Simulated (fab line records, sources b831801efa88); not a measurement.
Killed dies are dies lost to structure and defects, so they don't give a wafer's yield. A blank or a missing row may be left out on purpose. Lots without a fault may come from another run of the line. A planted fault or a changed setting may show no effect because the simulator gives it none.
Which tool did it? | flow sky130 | 13 lots, 39 wafers sampled, at 5 steps of a route of 708

WHAT THE GAUGES READ, wafer by wafer
SKY_LI_CONTACT_OVL_MEAS_13.
lot  | measured     | on         | LI_CONTACT_OVL (nm)
L818 | day 28 14:37 | overlay-01 | -9 -1 6
L819 | day 29 05:24 | overlay-02 | 9 17 -1
L821 | day 31 08:57 | overlay-02 | -3 8 9
L820 | day 31 09:46 | overlay-01 | 9 -2 -3
L824 | day 31 11:54 | overlay-02 | -2 4 -6
L823 | day 31 14:07 | overlay-02 | 7 0 5
L825 | day 31 13:46 | overlay-02 | -2 5 -4
L828 | day 32 08:19 | overlay-02 | 0 -2 -11
L831 | day 33 02:55 | overlay-02 | 0 11 -1
L832 | day 33 15:51 | overlay-02 | -9 8 -9
L833 | day 34 02:05 | overlay-02 | -10 7 2
L834 | day 34 17:39 | overlay-01 | 12 12 14
L835 | day 35 08:46 | overlay-01 | -9 0 1

SKY_VIA2_THK_MEAS_01.
lot  | measured     | on            | VIA2_HDPCVD_THK (nm)
L818 | day 34 16:49 | film_metro-01 | 1182 1181 1189
L819 | day 35 06:59 | film_metro-02 | 1181 1194 1185
L821 | day 37 07:04 | film_metro-01 | 1176 1178 1183
L820 | day 37 07:50 | film_metro-02 | 1183 1181 1187
L824 | day 37 10:01 | film_metro-04 | 1181 1185 1190
L823 | day 37 13:17 | film_metro-01 | 1192 1196 1204
L825 | day 37 11:24 | film_metro-04 | 1174 1171 1162
L828 | day 38 04:20 | film_metro-04 | 1183 1182 1168
L831 | day 38 23:55 | film_metro-04 | 1165 1184 1161
L832 | day 39 10:47 | film_metro-04 | 1179 1171 1172
L833 | day 39 21:16 | film_metro-01 | 1171 1176 1174
L834 | day 40 11:00 | film_metro-02 | 1184 1168 1180
L835 | day 41 00:46 | film_metro-02 | 1194 1172 1197

WHICH TOOL RAN EACH LOT (tool, then ch and the chambers of the sampled wafers, then the start)
lot  | SKY_LDD_HVN_STRIP_09                 | SKY_METAL1_METAL_ETCH_19          | SKY_METAL1_STRIP_20
L818 | plasma_asher-01 ch 0,1, day 19 18:10 | rie_metal-02 ch 1, day 32 06:22   | plasma_asher-03 ch 0, day 32 06:28
L819 | plasma_asher-01 ch 0,1, day 20 10:41 | rie_metal-02 ch 0,1, day 32 21:00 | plasma_asher-01 ch 0,1, day 32 21:05
L821 | plasma_asher-02 ch 0,1, day 22 17:49 | rie_metal-02 ch 0,1, day 34 23:22 | plasma_asher-03 ch 0,1, day 34 23:28
L820 | plasma_asher-01 ch 0,1, day 22 17:58 | rie_metal-01 ch 0,1, day 34 23:44 | plasma_asher-04 ch 0,1, day 34 23:49
L824 | plasma_asher-01 ch 0,1, day 22 21:56 | rie_metal-02 ch 0,1, day 35 01:21 | plasma_asher-03 ch 0,1, day 35 01:26
L823 | plasma_asher-04 ch 0,1, day 22 22:16 | rie_metal-04 ch 0,1, day 35 05:06 | plasma_asher-04 ch 0,1, day 35 05:12
L825 | plasma_asher-01 ch 0,1, day 22 22:34 | rie_metal-01 ch 0,1, day 35 03:03 | plasma_asher-01 ch 0,1, day 35 03:08
L828 | plasma_asher-02 ch 0,1, day 23 19:59 | rie_metal-04 ch 0,1, day 35 20:45 | plasma_asher-03 ch 0,1, day 35 20:50
L831 | plasma_asher-01 ch 0,1, day 24 18:26 | rie_metal-04 ch 0,1, day 36 15:06 | plasma_asher-01 ch 0,1, day 36 15:11
L832 | plasma_asher-04 ch 0,1, day 25 07:20 | rie_metal-02 ch 0,1, day 37 03:03 | plasma_asher-04 ch 0,1, day 37 03:08
L833 | plasma_asher-01 ch 0,1, day 25 19:21 | rie_metal-01 ch 0,1, day 37 14:17 | plasma_asher-03 ch 0,1, day 37 14:22
L834 | plasma_asher-04 ch 0,1, day 26 11:17 | rie_metal-01 ch 0,1, day 38 05:21 | plasma_asher-04 ch 0,1, day 38 05:26
L835 | plasma_asher-04 ch 0,1, day 27 04:43 | rie_metal-02 ch 0,1, day 38 19:36 | plasma_asher-04 ch 0,1, day 38 19:41
- SKY_LDD_HVN_STRIP_09: strips in O2/N2.
- SKY_METAL1_METAL_ETCH_19: etches the open film in Cl2/BCl3, stops on SiO2, target depth 360 nm, time 78 s.
- SKY_METAL1_STRIP_20: strips in O2/N2.

WHAT THE TOOLS THEMSELVES READ (means of the sampled wafers that have a number; where no wafer has one, the mark that the record gives instead)
SKY_LDD_HVN_STRIP_09.
lot  | tool            | drypump_motor_current_A (A) | oes_product_au (a.u.) | strip_time_to_endpoint_s (s)
L818 | plasma_asher-01 | 5.9                         | 0.409                 | 4.130
L819 | plasma_asher-01 | 5.9                         | 0.414                 | 4.137
L821 | plasma_asher-02 | 5.3                         | 0.407                 | 4.144
L820 | plasma_asher-01 | 5.4                         | 0.409                 | 4.141
L824 | plasma_asher-01 | 5.4                         | 0.405                 | 4.125
L823 | plasma_asher-04 | 5.8                         | 0.406                 | 4.148
L825 | plasma_asher-01 | 5.9                         | 0.407                 | 4.141
L828 | plasma_asher-02 | 5.6                         | 0.405                 | 4.143
L831 | plasma_asher-01 | 5.4                         | 0.410                 | 4.147
L832 | plasma_asher-04 | 6.1                         | 0.408                 | 4.126
L833 | plasma_asher-01 | 5.9                         | 0.411                 | 4.140
L834 | plasma_asher-04 | 5.8                         | 0.415                 | 4.163
L835 | plasma_asher-04 | 5.8                         | 0.405                 | 4.146

SKY_METAL1_METAL_ETCH_19.
lot  | tool         | drypump_motor_current_A (A) | oes_product_au (a.u.) | run_length_s (s) | throttle_valve_pct (%)
L818 | rie_metal-02 | 5.72                        | 0.844                 | 105.6            | 22.258
L819 | rie_metal-02 | 5.70                        | 0.851                 | 105.7            | 22.260
L821 | rie_metal-02 | 5.68                        | 0.852                 | 105.9            | 22.251
L820 | rie_metal-01 | 5.16                        | 0.855                 | 106.2            | 22.263
L824 | rie_metal-02 | 5.70                        | 0.851                 | 105.8            | 22.264
L823 | rie_metal-04 | 5.79                        | 0.855                 | 106.2            | 22.268
L825 | rie_metal-01 | 5.18                        | 0.859                 | 106.3            | 22.258
L828 | rie_metal-04 | 5.81                        | 0.851                 | 105.9            | 22.254
L831 | rie_metal-04 | 5.78                        | 0.853                 | 106.2            | 22.266
L832 | rie_metal-02 | 5.69                        | 0.857                 | 105.9            | 22.268
L833 | rie_metal-01 | 5.45                        | 0.850                 | 106.3            | 22.268
L834 | rie_metal-01 | 5.43                        | 0.854                 | 106.1            | 22.269
L835 | rie_metal-02 | 5.70                        | 0.953                 | 93.9             | 22.260

SKY_METAL1_STRIP_20.
lot  | tool            | drypump_motor_current_A (A) | oes_product_au (a.u.) | strip_time_to_endpoint_s (s)
L818 | plasma_asher-03 | 5.6                         | 0.341                 | 2.671
L819 | plasma_asher-01 | 5.4                         | 0.339                 | 2.705
L821 | plasma_asher-03 | 5.7                         | 0.344                 | 2.722
L820 | plasma_asher-04 | 5.8                         | 0.347                 | 2.742
L824 | plasma_asher-03 | 5.7                         | 0.341                 | 2.691
L823 | plasma_asher-04 | 6.1                         | 0.342                 | 2.659
L825 | plasma_asher-01 | 5.4                         | 0.342                 | 2.719
L828 | plasma_asher-03 | 5.7                         | 0.345                 | 2.717
L831 | plasma_asher-01 | 5.9                         | 0.341                 | 2.721
L832 | plasma_asher-04 | 6.1                         | 0.344                 | 2.702
L833 | plasma_asher-03 | 5.7                         | 0.342                 | 2.729
L834 | plasma_asher-04 | 6.1                         | 0.340                 | 2.690
L835 | plasma_asher-04 | 5.8                         | 0.361                 | 3.093

THE ANSWER, worked out from the rows above alone
Rule: what is usual is taken from the lots themselves. Put in order of their means at a reading, lots are off if they are a third of the lots or fewer, leave a main group of 4 or more, and stand apart from it by a gap of 3 or more times the standard deviation of the main group's means; of several such gaps the widest counts. A main group whose means are all the same, to the digits that the tables above print for the reading, isn't used. A lot without any number at a reading at which 4 lots or more have one is off too. The other lots that the step has rows for count as sound. The gauges are gone through in route order, then the tools' own readings, and for those a lot's mean is taken as printed above. The first step at which some lot is off is used, and at that step the reading that is off furthest; a lot without a number counts as furthest.
Off: L835, at SKY_METAL1_METAL_ETCH_19 (run_length_s). The main group: mean 106.0 s, standard deviation 0.23.
A tool fits if, at that step or a process step before it, it ran every lot that is off, and no sound lot after the first of them. Can't be told from this: 2 tools fit, plasma_asher-04 at SKY_LDD_HVN_STRIP_09, rie_metal-02 at SKY_METAL1_METAL_ETCH_19.

WHAT THE SIMULATOR HAD PUT IN
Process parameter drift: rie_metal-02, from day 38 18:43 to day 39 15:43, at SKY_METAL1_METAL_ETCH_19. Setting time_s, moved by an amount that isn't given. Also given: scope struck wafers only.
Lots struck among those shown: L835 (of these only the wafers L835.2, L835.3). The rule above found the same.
